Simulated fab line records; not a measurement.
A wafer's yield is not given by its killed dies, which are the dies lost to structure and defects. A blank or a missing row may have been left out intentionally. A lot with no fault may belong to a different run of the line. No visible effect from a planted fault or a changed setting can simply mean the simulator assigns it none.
Matching of chambers / flow sfqLine / 4 sister chambers for SFQ_TRILAYER_I3_CMP_CMP_082 on cmp-02
The step polishes SiO2. 8 wafers are shown with their chamber, then 7 later ones without.

## WAFERS, EACH WITH ITS CHAMBER
wafer=L423.3; chamber=3; motorCurrentA (A)=11.3; timeToEndpointS (s)=201
wafer=L423.6; chamber=3; motorCurrentA (A)=10.9; timeToEndpointS (s)=202
wafer=L426.3; chamber=2; motorCurrentA (A)=10.0; timeToEndpointS (s)=210
wafer=L426.4; chamber=0; motorCurrentA (A)=9.9; timeToEndpointS (s)=192
wafer=L426.6; chamber=1; motorCurrentA (A)=9.4; timeToEndpointS (s)=212
wafer=L427.1; chamber=1; motorCurrentA (A)=9.2; timeToEndpointS (s)=208
wafer=L427.3; chamber=0; motorCurrentA (A)=10.1; timeToEndpointS (s)=208
wafer=L427.5; chamber=2; motorCurrentA (A)=9.9; timeToEndpointS (s)=203

## WAFERS WITH NO CHAMBER GIVEN
wafer=L430.1; motorCurrentA (A)=9.6; timeToEndpointS (s)=210
wafer=L435.4; motorCurrentA (A)=9.9; timeToEndpointS (s)=219
wafer=L435.2; motorCurrentA (A)=9.6; timeToEndpointS (s)=205
wafer=L435.6; motorCurrentA (A)=10.7; timeToEndpointS (s)=200
wafer=L438.4; motorCurrentA (A)=10.4; timeToEndpointS (s)=210
wafer=L438.3; motorCurrentA (A)=11.0; timeToEndpointS (s)=206
wafer=L438.6; motorCurrentA (A)=9.5; timeToEndpointS (s)=229

## WHICH CHAMBER EACH ONE RAN IN
wafer=L430.1; from the rows above=can't be placed: 1 or 2 or 0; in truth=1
wafer=L435.4; from the rows above=can't be placed: 2 or 0 or 1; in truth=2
wafer=L435.2; from the rows above=can't be placed: 1 or 2 or 0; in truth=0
wafer=L435.6; from the rows above=can't be placed: 3 or 0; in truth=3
wafer=L438.4; from the rows above=can't be placed: 2 or 0 or 3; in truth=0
wafer=L438.3; from the rows above=3; in truth=3
wafer=L438.6; from the rows above=can't be placed: 1 or 2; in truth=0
Placed correctly: 1 of 7. These rows do not allow placing 6 (true chamber among the candidates in 5). Placed wrongly: 0.
How it was worked out, from the rows above alone: a wafer's distance from a chamber is the root of the sum, over the readings, of the square of ((its reading less the chamber's mean) divided by the reading's scatter). The wafer belongs to the nearest chamber; if the next one is less than 2 further off, it can't be placed. Each chamber's mean is taken over the wafers shown for it. The scatter: take each reading less its chamber's mean, square it, sum over the shown wafers, divide by the number of wafers less the number of chambers, and take the root.
